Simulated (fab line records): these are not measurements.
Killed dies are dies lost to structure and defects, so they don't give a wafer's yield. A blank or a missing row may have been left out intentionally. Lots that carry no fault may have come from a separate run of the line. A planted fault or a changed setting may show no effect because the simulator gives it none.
Which tool is to blame? ; flow gf180mcu ; 30 wafers from 10 lots sampled at 4 of the route's 602 steps

== WHAT THE GAUGES READ, wafer by wafer ==
GF_PSD_RS_MEAS_14: the measuring method here is four-point-probe.
lot;measured;on;NSD_RS (ohm/sq)
L360;day 14 11:58;film metro-01;46.14 46.03 46.06
L362;day 15 07:47;film metro-01;46.02 46.15 46.07
L364;day 16 07:49;film metro-03;46.11 46.14 46.06
L366;day 17 06:10;film metro-01;46.01 46.04 45.98
L368;day 17 12:52;film metro-02;46.22 46.25 46.17
L376;day 20 08:56;film metro-03;48.90 48.87 48.92 48.93 48.89 48.91
L375;day 20 11:01;film metro-02;48.96 48.95 48.92 48.93 49.00 49.15
L379;day 21 15:28;film metro-03;46.10 46.14 46.19
L380;day 21 16:23;film metro-03;46.17 46.21 46.12
L382;day 22 17:25;film metro-01;46.21 46.06 46.10

== WHAT TOOL EACH LOT RAN ON (gives the tool, then ch and the chambers of the sampled wafers, and finally the start) ==
lot;GF_HV_LDD_STRIP_49;GF_NSD_IMPLANT_10;GF_NSD_STRIP_11
L360;plasma asher-02 ch 0,1, day 12 15:53;implanter-03 ch 0, day 13 15:29;plasma asher-01 ch 0,1, day 13 15:38
L362;plasma asher-04 ch 0,1, day 13 09:37;implanter-03 ch 0, day 14 09:26;plasma asher-04 ch 0,1, day 14 09:34
L364;plasma asher-02 ch 0,1, day 14 08:11;implanter-02 ch 0, day 15 08:55;plasma asher-04 ch 0,1, day 15 09:04
L366;plasma asher-03 ch 0,1, day 15 05:40;implanter-01 ch 0, day 16 06:46;plasma asher-03 ch 0,1, day 16 06:55
L368;plasma asher-04 ch 0,1, day 15 12:09;implanter-01 ch 0, day 16 12:59;plasma asher-01 ch 0,1, day 16 13:08
L376;plasma asher-02 ch 0,1, day 18 03:23;implanter-03 ch 0, day 19 07:14;plasma asher-03 ch 1, day 19 07:23
L375;plasma asher-04 ch 0,1, day 18 04:45;implanter-03 ch 0, day 19 08:57;plasma asher-04 ch 0,1, day 19 09:06
L379;plasma asher-04 ch 0,1, day 19 07:45;implanter-01 ch 0, day 20 13:55;plasma asher-01 ch 0,1, day 20 14:03
L380;plasma asher-04 ch 0,1, day 19 10:23;implanter-02 ch 0, day 20 14:44;plasma asher-01 ch 1, day 20 14:51
L382;plasma asher-04 ch 0,1, day 20 12:56;implanter-01 ch 0, day 21 16:55;plasma asher-03 ch 0,1, day 21 17:04
- GF_HV_LDD_STRIP_49: strips in O2/N2.
- GF_NSD_IMPLANT_10
- GF_NSD_STRIP_11: strips in O2/N2.

== THE ANSWER, worked out from the rows above alone ==
Rule: the usual values come from the lots themselves. The widest of any qualifying gaps counts: lots, ordered by their means at a reading, are off when they make up no more than a third of the lots, leave a main group of 4 or more, and stand apart from it by 3 or more times the standard deviation of that group's means. Not used: any main group whose means are identical at the precision the tables above print for the reading. A lot without any number at a reading at which 4 lots or more have one is off too. Any other lot the step has rows for is counted as sound.
Off: L376, L375, seen at GF_PSD_RS_MEAS_14 (NSD_RS). The main group: mean 46.11 ohm/sq, standard deviation 0.058.
A tool fits if, at a process step before that reading, it ran every lot that is off, and no sound lot after the first of them. Those tools and the gauges at GF_PSD_RS_MEAS_14 are tried in the same way. One candidate fits, namely implanter-03 at GF_NSD_IMPLANT_10. A fault onset in the window from L362 (day 14 09:26, its last sound lot) to L376 (day 19 07:14, its first lot off) fits.

== WHAT THE SIMULATOR HAD INSERTED ==
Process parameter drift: implanter-03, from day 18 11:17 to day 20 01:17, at GF_NSD_IMPLANT_10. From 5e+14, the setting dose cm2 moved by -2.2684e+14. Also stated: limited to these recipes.
Shown lots that were struck: L376, L375. The rule above found the same.
